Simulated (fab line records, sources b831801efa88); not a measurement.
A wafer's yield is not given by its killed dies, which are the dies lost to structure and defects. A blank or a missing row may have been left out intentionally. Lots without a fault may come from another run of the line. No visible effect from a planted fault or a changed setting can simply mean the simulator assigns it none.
What tool caused it?    flow gf180mcu    6 lots with 18 wafers sampled at 3 steps, on a route of 602 steps

== WHAT THE GAUGES SHOWED, per wafer ==
GF_V4_THK_MEAS_01.
lot   measured      on             V4_CVD_00_THK (nm)
L417  day 24 02:02  film_metro-04  604 603 601
L420  day 24 22:15  film_metro-02  599 598 591
L423  day 26 03:11  film_metro-02  604 610 602
L425  day 26 18:01  film_metro-03  600 596 598
L430  day 28 06:09  film_metro-02  592 590 605
L437  day 30 19:01  film_metro-03  610 605 609

== EACH LOT AND THE TOOL THAT RAN IT (in order: tool; ch and the chambers of the sampled wafers; start) ==
lot   GF_STI_STRIP_15                      GF_VT_IMPLANT_STRIP_42
L417  plasma_asher-04 ch 0,1, day 2 12:56  plasma_asher-01 ch 0,1, day 8 00:24
L420  plasma_asher-02 ch 0,1, day 3 02:50  plasma_asher-02 ch 0,1, day 8 18:51
L423  plasma_asher-02 ch 0,1, day 3 18:32  plasma_asher-02 ch 0,1, day 9 17:01
L425  plasma_asher-02 ch 0,1, day 4 04:57  plasma_asher-02 ch 0,1, day 10 03:23
L430  plasma_asher-02 ch 0,1, day 5 07:39  plasma_asher-01 ch 1, day 11 14:40
L437  plasma_asher-02 ch 0,1, day 6 19:29  plasma_asher-01 ch 0,1, day 14 02:14
- GF_STI_STRIP_15: strips in O2/N2.
- GF_VT_IMPLANT_STRIP_42: strips in O2/N2.

== THE ANSWER, worked out from the rows above alone ==
Rule: the usual values come from the lots themselves. Put in order of their means at a reading, lots are off if they are a third of the lots or fewer, leave a main group of 4 or more, and stand apart from it by a gap of 3 or more times the standard deviation of the main group's means; of several such gaps the widest counts. The tables above print the reading to a certain number of digits; a main group whose means all agree to those digits is not used. Also off: a lot with no number at a reading for which 4 or more lots have one. The other lots that the step has rows for count as sound.
Nothing can be told from this: no lot is off at any reading shown.

== WHAT HAD BEEN PUT IN BY THE SIMULATOR ==
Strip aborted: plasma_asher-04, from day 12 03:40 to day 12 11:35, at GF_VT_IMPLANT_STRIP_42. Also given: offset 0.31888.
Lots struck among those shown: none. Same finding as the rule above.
